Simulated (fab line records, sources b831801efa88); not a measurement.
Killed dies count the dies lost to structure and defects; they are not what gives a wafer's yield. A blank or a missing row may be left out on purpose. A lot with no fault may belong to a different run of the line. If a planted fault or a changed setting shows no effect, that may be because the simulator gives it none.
A single fault, viewed from 2 desks	flow gf180mcu	what lay behind the numbers comes last; until then each desk has only its own

## THE METROLOGY DESK
Lot by lot, what the gauges showed, no matter which tool ran the lot: averages of those sampled wafers that carry a number. Any lot whose mean is over 4 standard deviations away from the usual mean is out of limits and marked OUT; that distance is given in the brackets.
Columns: A = TOP_METAL_ALCU_RS at GF_TOP_METAL_RS_MEAS_05, usual 0.0328 ohm/sq; B = PASSIVATION_CVD_02_THK at GF_PASSIVATION_THK_MEAS_03, usual 701 nm
lot	first seen here	A	B
L285	day 28 00:06	0.0337	699
L286	day 28 00:37	0.0323	695
L287	day 28 08:53	0.0327	713
L290	day 29 14:40	0.0327	703
L292	day 29 21:32	0.0330	707
L291	day 29 22:45	0.0329	693
L296	day 31 07:37	0.0326	805 (+12) OUT
L297	day 31 11:37	0.0328	792 (+10) OUT
L304	day 33 03:08	0.0333	702
L306	day 33 11:48	0.0326	706
L307	day 33 17:59	0.0324	701
Per this desk, out of limits: L296, L297; the first was L296, day 32 02:26 (PASSIVATION_CVD_02_THK at GF_PASSIVATION_THK_MEAS_03). In limits: L285, L286, L287, L290, L292, L291, L304, L306, L307.

## THE TOOL OWNER'S DESK: pecvd-04
The tool's own readings at GF_PASSIVATION_CVD_02 (deposits Si3N4, target thk 700 nm, time 486.18 s): means of the sampled wafers that have a number, for each lot that ran on this tool. Any lot whose mean is over 4 standard deviations away from the usual mean is out of limits and marked OUT; that distance is given in the brackets.
Columns: A = heater_power_w at GF_PASSIVATION_CVD_02, usual 666 W
lot	first seen here	A
L287	day 29 05:47	704
L292	day 30 16:59	687
L291	day 30 18:28	731
L296	day 32 02:08	751
L297	day 32 05:49	722
Finding of this desk: none of the 5 lots has anything out of limits.

## BROUGHT TOGETHER
Metrology desk: alarm possible at day 32 02:26 on L296, L297.
The tool owner's desk saw nothing out of limits.
Tool owner's desk: L296, L297 on record, inside its limits.
GF_PASSIVATION_CVD_02 was run on pecvd-04 by each of the lots named.

## WHAT THE SIMULATOR HAD PUT IN
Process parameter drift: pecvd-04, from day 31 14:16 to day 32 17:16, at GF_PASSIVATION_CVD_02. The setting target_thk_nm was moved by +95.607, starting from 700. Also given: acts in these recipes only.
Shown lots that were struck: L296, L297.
Delay in hours, fault start to first out-of-limits reading, per desk: metrology desk 12.
